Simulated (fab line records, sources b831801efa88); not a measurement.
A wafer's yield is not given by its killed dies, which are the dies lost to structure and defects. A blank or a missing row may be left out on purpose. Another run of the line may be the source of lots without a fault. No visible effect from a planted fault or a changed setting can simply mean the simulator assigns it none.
Struck lot and sound lot, side by side | flow gf180mcu | 17 out of 602 route steps
Sound: the wafers L176.2, L176.5, L176.6. Struck: wafer L189.1 (left out: L189.6, a lot-mate that was not struck); the cause follows at the end.
Per side, at each step with rows, come the tool, then ch with its chambers, and then its first start. Under that, the readings that differ: sound wafers | struck wafers | difference of the means | sigmas: that difference in standard deviations of wafers without a fault.
alike: a reading whose means differ by less than 2 such deviations, as well as words and numbers matching on both sides. not compared: withheld readings; readings where some wafer has no value; bounds like >300 that might hide an equal value; numbers whose values overlap and for which the record gives no deviation.
A row with sigmas, a row that says differs or no value, or rows on one side alone: a step with any of these is where the two part. Numbers that have no deviation but don't overlap get no sigmas and don't part them. A reading that every wafer of one side lacks parts them only if that side has two wafers or more.

first, 4 steps without rows for these wafers: GF_M3_SOFTBAKE_10 (time 60 s); GF_M3_EXPOSE_11 (exposes mask Metal3, target cd 280 nm); GF_M3_PEB_12 (peb time 90 s); GF_M3_DEVELOP_13 (develop time 60 s).
GF_M3_CD_MEAS_14 targets a cd of 280 nm.
  sound: cd-sem-02 at day 23 15:46; struck: cd-sem-02 at day 27 18:34
  alike: cd-nm
GF_M3_OVL_MEAS_15:
  sound: overlay-01 at day 23 15:52; struck: overlay-01 at day 27 18:41
  alike: M3_OVL
GF_M3_METAL_ETCH_16: etches the open film in Cl2/BCl3, stops on SiO2, target depth 750.8 nm, time 125.1 s.
  sound on rie-metal-03 ch 0,1, day 23 15:54; struck on rie-metal-03 ch 1, day 27 18:43
  alike: chamber-pressure-mTorr, drypump-motor-current-A, mfc-cl2-sccm, oes-product-au, throttle-valve-pct
  not compared: rf-hours-counter-h
GF_M3_STRIP_17: strips in O2/N2.
  sound on plasma-asher-02 ch 0,1, day 23 16:02; struck on plasma-asher-01 ch 0, day 27 18:58
  alike: chamber-pressure-mTorr, drypump-motor-current-A, heater-power-w, o2-flow-sccm, oes-product-au, platen-temp-c, strip-time-to-endpoint-s
  not compared: rf-hours-counter-h
then, 3 steps without rows for these wafers: GF_M3_STRIP_18 (strips in post etch residue remover, time 1200 s); GF_M3_CLEAN_19 (cleans in DIW); GF_V3_CVD_00 (deposits SiO2, target thk 600 nm, time 100 s).
GF_V3_THK_MEAS_01:
  sound: film-metro-02 at day 23 16:41; struck: film-metro-02 at day 27 19:39
  alike: V3_CVD_00_THK
GF_V3_CVD_02: deposits SiO2 from TEOS, target thk 850 nm, time 94.851 s.
  sound on pecvd-03 ch 1,2, day 23 16:44; struck on pecvd-03 ch 2, day 27 19:43
  reading                             | sound             | struck | difference | sigmas
  model.SiO2_of_V3_CVD_02.thk-nm (nm) | 869.4 879.8 874.1 | 1116   | +242       |
  alike: heater-power-w
GF_V3_THK_MEAS_03:
  sound: film-metro-02 at day 23 16:49; struck: film-metro-04 at day 27 20:01
  reading            | sound       | struck | difference | sigmas
  V3_CVD_02_THK (nm) | 869 880 874 | 1115   | +241       | +22
  not compared: hold
GF_V3_CMP_04: polishes SiO2.
  sound on cmp-01 ch 0,1,3, day 23 17:01; struck on cmp-01 ch 3, day 27 22:43
  reading                | sound    | struck                   | difference                   | sigmas
  hold                   | - - -    | await-dispo/2.4h/release | no value on the sound wafers |
  time-to-endpoint-s (s) | 91 96 89 | 181                      | +89                          | +16
  alike: edge-zone-pressure-frac, head-pressure-psi, motor-current-A, platen-rpm
GF_V3_BOW_MEAS_05:
  sound: film-metro-01 at day 23 17:11; struck: film-metro-04 at day 27 23:01
  alike: V3_BOW
then, 1 step without rows for these wafers: GF_PASSIVATION_PROBE_99.

## WHERE THEY PART
Earliest at GF_V3_THK_MEAS_03; latest, in this record, at GF_V3_CMP_04. Later steps at which nothing parts them and some readings are alike: GF_V3_BOW_MEAS_05.

WHY: whatever the simulator had introduced
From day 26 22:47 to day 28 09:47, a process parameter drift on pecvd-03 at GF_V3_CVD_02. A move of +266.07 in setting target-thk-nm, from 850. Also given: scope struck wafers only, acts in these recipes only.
